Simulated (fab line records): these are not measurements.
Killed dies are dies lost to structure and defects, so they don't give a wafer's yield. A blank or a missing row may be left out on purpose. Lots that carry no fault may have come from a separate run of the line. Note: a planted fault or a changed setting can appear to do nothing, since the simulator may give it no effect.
A struck lot beside a sound one | flow sky130 | 17 steps out of a route of 708
Sound: wafers L360.1, L360.2, L360.3. Struck: wafers L367.2, L367.3 (left out: L367.4, a lot-mate that was not struck); the cause follows at the end.
Per side, at each step with rows, come the tool, then ch with its chambers, and then its first start. Under that, the readings that differ: sound wafers | struck wafers | difference of the means | sigmas: that difference in standard deviations of wafers without a fault.
alike: words and numbers the same on both sides, and readings whose means are apart by under 2 such deviations; not compared: readings that were withheld, readings missing a value for some wafer, numbers with overlapping values and no deviation given by the record, and bounds like >300 which may hide the same value.
A row with sigmas, a row that says differs or no value, or rows on one side alone: a step with any of these is where the two part. Numbers that don't overlap but have no deviation are shown without sigmas and don't part them. A reading that every wafer of one side lacks parts them only if that side has two wafers or more.

SKY_POLY_GATE_THK_MEAS_04:
  sound on film metro-04 at day 16 06:46; struck on film metro-01 at day 18 23:40
  reading                   | sound          | struck    | difference | sigmas
  POLY_GATE_CVD_03_THK (nm) | 74.6 74.8 74.6 | 76.4 76.1 | +1.6       | +2
then, 8 steps without rows for these wafers: SKY_POLY_GATE_DEHYDRATE_05 (time 60 s); SKY_POLY_GATE_HMDS_06 (prime time 60 s); SKY_POLY_GATE_COAT_07 (resist thk 110 nm); SKY_POLY_GATE_COAT_08 (resist thk 450 nm); SKY_POLY_GATE_SOFTBAKE_09 (time 90 s); SKY_POLY_GATE_EXPOSE_10 (exposes mask P1M, target cd 150 nm); SKY_POLY_GATE_PEB_11; SKY_POLY_GATE_DEVELOP_12 (develop time 60 s).
SKY_POLY_GATE_CD_MEAS_13: target cd 150 nm.
  sound on cd sem-01 at day 17 12:36; struck on cd sem-02 at day 20 08:22
  alike: cd nm
SKY_POLY_GATE_OVL_MEAS_14:
  sound on overlay-02 at day 17 12:43; struck on overlay-01 at day 20 08:28
  alike: POLY_GATE_OVL
SKY_POLY_GATE_ETCH_15: etches BARC in N2/H2, stops on SiO2, time 118.5 s, target depth 110 nm.
  sound on rie diel-02 ch 0,1,3, day 17 12:46; struck on rie diel-02 ch 1,3, day 20 08:30
  alike: drypump motor current A, oes product au, throttle valve pct
  not compared: rf hours counter h
SKY_POLY_GATE_ETCH_16: etches Si3N4 in CH3F/O2, stops on poly-Si, time 147.5 s, target depth 75 nm.
  sound on rie diel-02 ch 0,1,3, day 17 12:50; struck on rie diel-02 ch 1,3, day 20 08:35
  reading                                          | sound             | struck      | difference | sigmas
  model.KrF-thick_of_POLY_GATE_COAT_08.thk nm (nm) | 236.8 230.6 234.1 | 280.8 277.9 | +45.5      |
  alike: drypump motor current A, oes product au, throttle valve pct
  not compared: rf hours counter h
SKY_POLY_GATE_ETCH_17: etches poly-Si in HBr/Cl2, stops on SiO2, target depth 180 nm, time 70.5 s.
  sound on rie si-01 ch 0,1,2, day 17 12:56; struck on rie si-01 ch 1,3, day 20 08:41
  reading                                          | sound           | struck      | difference | sigmas
  model.KrF-thick_of_POLY_GATE_COAT_08.thk nm (nm) | 143.5 136 143.1 | 187.7 184.6 | +45.3      |
  alike: drypump motor current A, oes product au, throttle valve pct
  not compared: rf hours counter h
SKY_POLY_GATE_STRIP_18: strips in O2/N2.
  sound on plasma asher-04 ch 0,1, day 17 12:59; struck on plasma asher-02 ch 0,1, day 20 08:44
  reading                      | sound             | struck      | difference | sigmas
  oes product au (a.u.)        | 0.367 0.359 0.360 | 0.386 0.381 | +0.022     | +4
  strip time to endpoint s (s) | 3.19 3.12 3.19    | 3.70 3.66   | +0.51      | +14
  alike: drypump motor current A
  not compared: rf hours counter h
then, 1 step without rows for these wafers: SKY_POLY_GATE_CLEAN_19 (cleans in SC1/SC2, time 150 s).
-- a jump in the record: the struck wafers' starts before and after are 30 days apart (it breaks off in module POLY_GATE and resumes in module PAD_OPEN, where the first step shown is number 708 of the route) --
SKY_PAD_OPEN_PROBE_99:
  sound on prober-02 at day 48 06:19; struck on prober-01 at day 50 00:16
  alike: killed_at_M0_to_M3, killed_at_M4_up, killed at contacts, killed at front end, killed at other, killed dies, killed open, killed short

WHERE THEY PART
Last at SKY_POLY_GATE_STRIP_18 as far as this record goes, first at SKY_POLY_GATE_THK_MEAS_04. Later steps at which nothing parts them and some readings are alike: SKY_PAD_OPEN_PROBE_99.

WHY: the cause the simulator had injected
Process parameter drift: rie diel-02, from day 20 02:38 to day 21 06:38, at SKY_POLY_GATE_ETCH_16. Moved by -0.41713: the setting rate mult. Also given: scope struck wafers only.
